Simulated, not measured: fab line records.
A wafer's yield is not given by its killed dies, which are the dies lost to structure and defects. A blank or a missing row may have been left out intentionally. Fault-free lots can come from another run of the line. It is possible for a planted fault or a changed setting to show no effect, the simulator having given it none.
2 desks, one fault / flow gf180mcu / each desk holds nothing but its own numbers, with what lay behind them at the end

== FOR THE TOOL OWNER'S DESK: pvd sputter-04 ==
The tool's own readings at GF_MIM_SPUTTER_02 (material AlCu, target thk 450 nm, time 23.9 s): means of the sampled wafers that have a number, for each lot that ran on this tool. The brackets show how far a lot's mean lies from the usual mean; more than 4 standard deviations puts the lot out of limits, marked OUT.
Columns: A = chamber pressure pa at GF_MIM_SPUTTER_02, usual 0.4000 Pa; B = throttle valve pct at GF_MIM_SPUTTER_02, usual 29.8 %
lot=L998; first seen here=day 24 19:41; A=0.3999; B=30.0
lot=L104; first seen here=day 26 19:44; A=0.4538 (+66) OUT; B=28.3
lot=L105; first seen here=day 26 23:34; A=0.4538 (+66) OUT; B=27.5
lot=L107; first seen here=day 27 23:38; A=0.4540 (+67) OUT; B=27.5
lot=L120; first seen here=day 31 07:37; A=0.4003; B=29.2
This desk finds L104, L105, L107 out of limits, L104 being first, at day 26 19:44 (chamber pressure pa at GF_MIM_SPUTTER_02). L998, L120: within limits.

== AT THE METROLOGY DESK ==
What the gauges read, lot by lot, whatever tool the lot ran on: means of the sampled wafers that have a number. The brackets show how far a lot's mean lies from the usual mean; more than 4 standard deviations puts the lot out of limits, marked OUT.
Columns: A = V4_W_RS at GF_V4_RS_MEAS_24, usual 0.329 ohm/sq; B = V4_W_THK at GF_V4_THK_MEAS_25, usual 355 nm
lot=L998; first seen here=day 24 19:04; A=0.334; B=349
lot=L104; first seen here=day 26 19:10; A=0.329; B=358
lot=L105; first seen here=day 26 22:57; A=0.328; B=360
lot=L107; first seen here=day 27 23:03; A=0.326; B=354
lot=L117; first seen here=day 30 14:46; A=0.327; B=359
lot=L119; first seen here=day 31 01:49; A=0.329; B=360
lot=L120; first seen here=day 31 06:59; A=0.328; B=356
This desk's verdict: no lot among the 7 shows anything out of limits.

== TAKEN TOGETHER ==
At day 26 19:44, on L104, L105, L107, the tool owner's desk was in a position to raise an alarm.
Nothing out of limits was seen by the metrology desk.
The metrology desk holds a record of L104, L105, L107, inside its limits.
Of the lots named, all ran GF_MIM_SPUTTER_02 on pvd sputter-04.

== WHAT THE SIMULATOR HAD PUT IN ==
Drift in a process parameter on pvd sputter-04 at GF_MIM_SPUTTER_02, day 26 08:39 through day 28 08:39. A move of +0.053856 in setting chamber pressure pa, from 0.4. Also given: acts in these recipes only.
Struck lots among those shown: L104, L105, L107.
How many hours passed from the start of the fault until each desk's first out-of-limits reading: the tool owner's desk, 11.
